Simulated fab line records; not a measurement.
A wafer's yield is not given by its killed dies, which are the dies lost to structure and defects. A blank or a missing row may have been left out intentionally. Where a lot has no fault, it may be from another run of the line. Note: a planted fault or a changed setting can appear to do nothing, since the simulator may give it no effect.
Which of the tools did it? / flow sky130 / 34 wafers from 12 lots sampled at 5 of the route's 708 steps

WHAT THE GAUGES READ, wafer by wafer
SKY_SD_P_OVL_MEAS_08.
lot=L860; measured=day 25 00:56; on=overlay-02; SD_P_OVL (nm)=-0.9 -1.6 0.0
lot=L861; measured=day 25 11:32; on=overlay-01; SD_P_OVL (nm)=0.0 -0.4 -0.8
lot=L862; measured=day 25 17:25; on=overlay-01; SD_P_OVL (nm)=-0.2 -1.3 -2.0
lot=L863; measured=day 26 03:01; on=overlay-02; SD_P_OVL (nm)=-1.6 -0.4 -2.7
lot=L864; measured=day 26 14:43; on=overlay-01; SD_P_OVL (nm)=-1.2 -2.4 -2.1
lot=L865; measured=day 27 06:34; on=overlay-01; SD_P_OVL (nm)=-2.3 -1.0 -2.0
lot=L867; measured=day 28 15:11; on=overlay-01; SD_P_OVL (nm)=-3.2 -2.9 -1.9
lot=L870; measured=day 29 05:12; on=overlay-02; SD_P_OVL (nm)=1.1 -2.5
lot=L871; measured=day 29 14:04; on=overlay-02; SD_P_OVL (nm)=-2.5 -2.9
lot=L880; measured=day 32 13:23; on=overlay-01; SD_P_OVL (nm)=-2.6 -2.3 -3.2
lot=L881; measured=day 32 20:50; on=overlay-01; SD_P_OVL (nm)=-2.0 0.5 -0.4
lot=L883; measured=day 33 00:56; on=overlay-02; SD_P_OVL (nm)=-3.1 -0.8 0.5

SKY_SD_N_OVL_MEAS_08.
lot=L860; measured=day 27 10:56; on=overlay-01; SD_N_OVL (nm)=0.1 0.2 0.7
lot=L861; measured=day 27 22:20; on=overlay-02; SD_N_OVL (nm)=3.1 1.8 1.8
lot=L862; measured=day 28 03:49; on=overlay-02; SD_N_OVL (nm)=1.9 0.5 2.4
lot=L863; measured=day 28 12:50; on=overlay-01; SD_N_OVL (nm)=-1.6 -1.1 0.3
lot=L864; measured=day 29 00:16; on=overlay-02; SD_N_OVL (nm)=-1.3 0.7 -0.2
lot=L865; measured=day 29 16:32; on=overlay-01; SD_N_OVL (nm)=0.8 1.5 -1.0
lot=L867; measured=day 30 23:08; on=overlay-01; SD_N_OVL (nm)=0.5 -2.4 0.7
lot=L870; measured=day 31 12:56; on=overlay-01; SD_N_OVL (nm)=-0.5 -1.0
lot=L871; measured=day 31 20:41; on=overlay-01; SD_N_OVL (nm)=-2.0 -1.0
lot=L880; measured=day 34 18:50; on=overlay-02; SD_N_OVL (nm)=-2.6 0.0 0.0
lot=L881; measured=day 35 01:51; on=overlay-02; SD_N_OVL (nm)=-2.1 0.4 0.3
lot=L883; measured=day 35 05:47; on=overlay-01; SD_N_OVL (nm)=0.7 0.9 0.1

SKY_LI_CONTACT_THK_MEAS_01.
lot=L860; measured=day 27 12:08; on=film metro-04; LI_CONTACT_HDPCVD_THK (nm)=920 922 919
lot=L861; measured=day 27 23:32; on=film metro-01; LI_CONTACT_HDPCVD_THK (nm)=926 918 924
lot=L862; measured=day 28 05:02; on=film metro-01; LI_CONTACT_HDPCVD_THK (nm)=929 926 927
lot=L863; measured=day 28 14:04; on=film metro-02; LI_CONTACT_HDPCVD_THK (nm)=928 935 929
lot=L864; measured=day 29 01:28; on=film metro-02; LI_CONTACT_HDPCVD_THK (nm)=929 935 940
lot=L865; measured=day 29 17:44; on=film metro-04; LI_CONTACT_HDPCVD_THK (nm)=943 929 933
lot=L867; measured=day 31 00:20; on=film metro-04; LI_CONTACT_HDPCVD_THK (nm)=936 934 931
lot=L870; measured=day 31 14:09; on=film metro-04; LI_CONTACT_HDPCVD_THK (nm)=1672 920
lot=L871; measured=day 31 21:53; on=film metro-04; LI_CONTACT_HDPCVD_THK (nm)=1688 1679
lot=L880; measured=day 34 20:05; on=film metro-04; LI_CONTACT_HDPCVD_THK (nm)=918 921 912
lot=L881; measured=day 35 03:03; on=film metro-01; LI_CONTACT_HDPCVD_THK (nm)=937 924 936
lot=L883; measured=day 35 07:02; on=film metro-04; LI_CONTACT_HDPCVD_THK (nm)=922 934 923

TOOL THAT RAN EACH LOT (tool first, then ch and the chambers of the sampled wafers, then the start)
lot=L860; SKY_SD_P_STRIP_10=plasma asher-02 ch 0,1, day 25 01:08; SKY_LI_CONTACT_HDPCVD_00=hdpcvd-01 ch 0,2, day 27 12:01
lot=L861; SKY_SD_P_STRIP_10=plasma asher-04 ch 0,1, day 25 11:43; SKY_LI_CONTACT_HDPCVD_00=hdpcvd-02 ch 0,2, day 27 23:26
lot=L862; SKY_SD_P_STRIP_10=plasma asher-02 ch 0,1, day 25 17:38; SKY_LI_CONTACT_HDPCVD_00=hdpcvd-02 ch 0,1,2, day 28 04:57
lot=L863; SKY_SD_P_STRIP_10=plasma asher-02 ch 0,1, day 26 03:13; SKY_LI_CONTACT_HDPCVD_00=hdpcvd-02 ch 0,1,2, day 28 13:59
lot=L864; SKY_SD_P_STRIP_10=plasma asher-01 ch 0,1, day 26 14:56; SKY_LI_CONTACT_HDPCVD_00=hdpcvd-01 ch 1,2, day 29 01:21
lot=L865; SKY_SD_P_STRIP_10=plasma asher-04 ch 0,1, day 27 06:44; SKY_LI_CONTACT_HDPCVD_00=hdpcvd-01 ch 1,2, day 29 17:38
lot=L867; SKY_SD_P_STRIP_10=plasma asher-04 ch 0,1, day 28 15:23; SKY_LI_CONTACT_HDPCVD_00=hdpcvd-01 ch 1,2, day 31 00:13
lot=L870; SKY_SD_P_STRIP_10=plasma asher-01 ch 0,1, day 29 05:23; SKY_LI_CONTACT_HDPCVD_00=hdpcvd-02 ch 0, day 31 14:02
lot=L871; SKY_SD_P_STRIP_10=plasma asher-04 ch 0,1, day 29 14:14; SKY_LI_CONTACT_HDPCVD_00=hdpcvd-02 ch 0,2, day 31 21:47
lot=L880; SKY_SD_P_STRIP_10=plasma asher-01 ch 0,1, day 32 13:35; SKY_LI_CONTACT_HDPCVD_00=hdpcvd-02 ch 0, day 34 19:56
lot=L881; SKY_SD_P_STRIP_10=plasma asher-02 ch 1, day 32 21:01; SKY_LI_CONTACT_HDPCVD_00=hdpcvd-02 ch 0,1, day 35 02:57
lot=L883; SKY_SD_P_STRIP_10=plasma asher-02 ch 0, day 33 01:08; SKY_LI_CONTACT_HDPCVD_00=hdpcvd-02 ch 1,2, day 35 06:55
- SKY_SD_P_STRIP_10: strips in O2/N2.
- SKY_LI_CONTACT_HDPCVD_00: deposits PSG, target thk 930 nm, time 155 s.

AS READ BY THE TOOLS THEMSELVES (means over the sampled wafers that have a number; for cases with no such wafer, the mark the record gives instead)
SKY_SD_P_STRIP_10.
lot=L860; tool=plasma asher-02; drypump motor current A (A)=5.4; oes product au (a.u.)=0.616; strip time to endpoint s (s)=17.53
lot=L861; tool=plasma asher-04; drypump motor current A (A)=6.1; oes product au (a.u.)=0.616; strip time to endpoint s (s)=17.49
lot=L862; tool=plasma asher-02; drypump motor current A (A)=5.4; oes product au (a.u.)=0.616; strip time to endpoint s (s)=17.55
lot=L863; tool=plasma asher-02; drypump motor current A (A)=5.3; oes product au (a.u.)=0.619; strip time to endpoint s (s)=17.52
lot=L864; tool=plasma asher-01; drypump motor current A (A)=5.4; oes product au (a.u.)=0.616; strip time to endpoint s (s)=17.50
lot=L865; tool=plasma asher-04; drypump motor current A (A)=6.1; oes product au (a.u.)=0.621; strip time to endpoint s (s)=17.47
lot=L867; tool=plasma asher-04; drypump motor current A (A)=5.9; oes product au (a.u.)=0.615; strip time to endpoint s (s)=17.48
lot=L870; tool=plasma asher-01; drypump motor current A (A)=5.4; oes product au (a.u.)=0.618; strip time to endpoint s (s)=17.48
lot=L871; tool=plasma asher-04; drypump motor current A (A)=6.0; oes product au (a.u.)=0.621; strip time to endpoint s (s)=17.46
lot=L880; tool=plasma asher-01; drypump motor current A (A)=5.4; oes product au (a.u.)=0.619; strip time to endpoint s (s)=17.46
lot=L881; tool=plasma asher-02; drypump motor current A (A)=5.1; oes product au (a.u.)=0.620; strip time to endpoint s (s)=17.52
lot=L883; tool=plasma asher-02; drypump motor current A (A)=5.9; oes product au (a.u.)=0.617; strip time to endpoint s (s)=17.50

THE ANSWER, worked out from the rows above alone
Rule: what is usual is taken from the lots themselves. The widest of any qualifying gaps counts: lots, ordered by their means at a reading, are off when they make up no more than a third of the lots, leave a main group of 4 or more, and stand apart from it by 3 or more times the standard deviation of that group's means. A main group whose means are all the same, to the digits that the tables above print for the reading, isn't used. Also off: a lot with no number at a reading for which 4 or more lots have one. The other lots that the step has rows for count as sound. First the gauges in route order, then the tools' own readings, where a lot's mean is used as printed above. The first step at which some lot is off is used, and at that step the reading that is off furthest; a lot without a number counts as furthest.
Off: at SKY_LI_CONTACT_THK_MEAS_01 (LI_CONTACT_HDPCVD_THK), L870, L871. Mean 928 nm and standard deviation 6 in the main group.
A tool fits if, at a process step before that reading, it ran every lot that is off, and no sound lot after the first of them. The gauges at SKY_LI_CONTACT_THK_MEAS_01 are tried like those tools. Not one of the candidates tried fits.

WHAT THE SIMULATOR HAD INSERTED
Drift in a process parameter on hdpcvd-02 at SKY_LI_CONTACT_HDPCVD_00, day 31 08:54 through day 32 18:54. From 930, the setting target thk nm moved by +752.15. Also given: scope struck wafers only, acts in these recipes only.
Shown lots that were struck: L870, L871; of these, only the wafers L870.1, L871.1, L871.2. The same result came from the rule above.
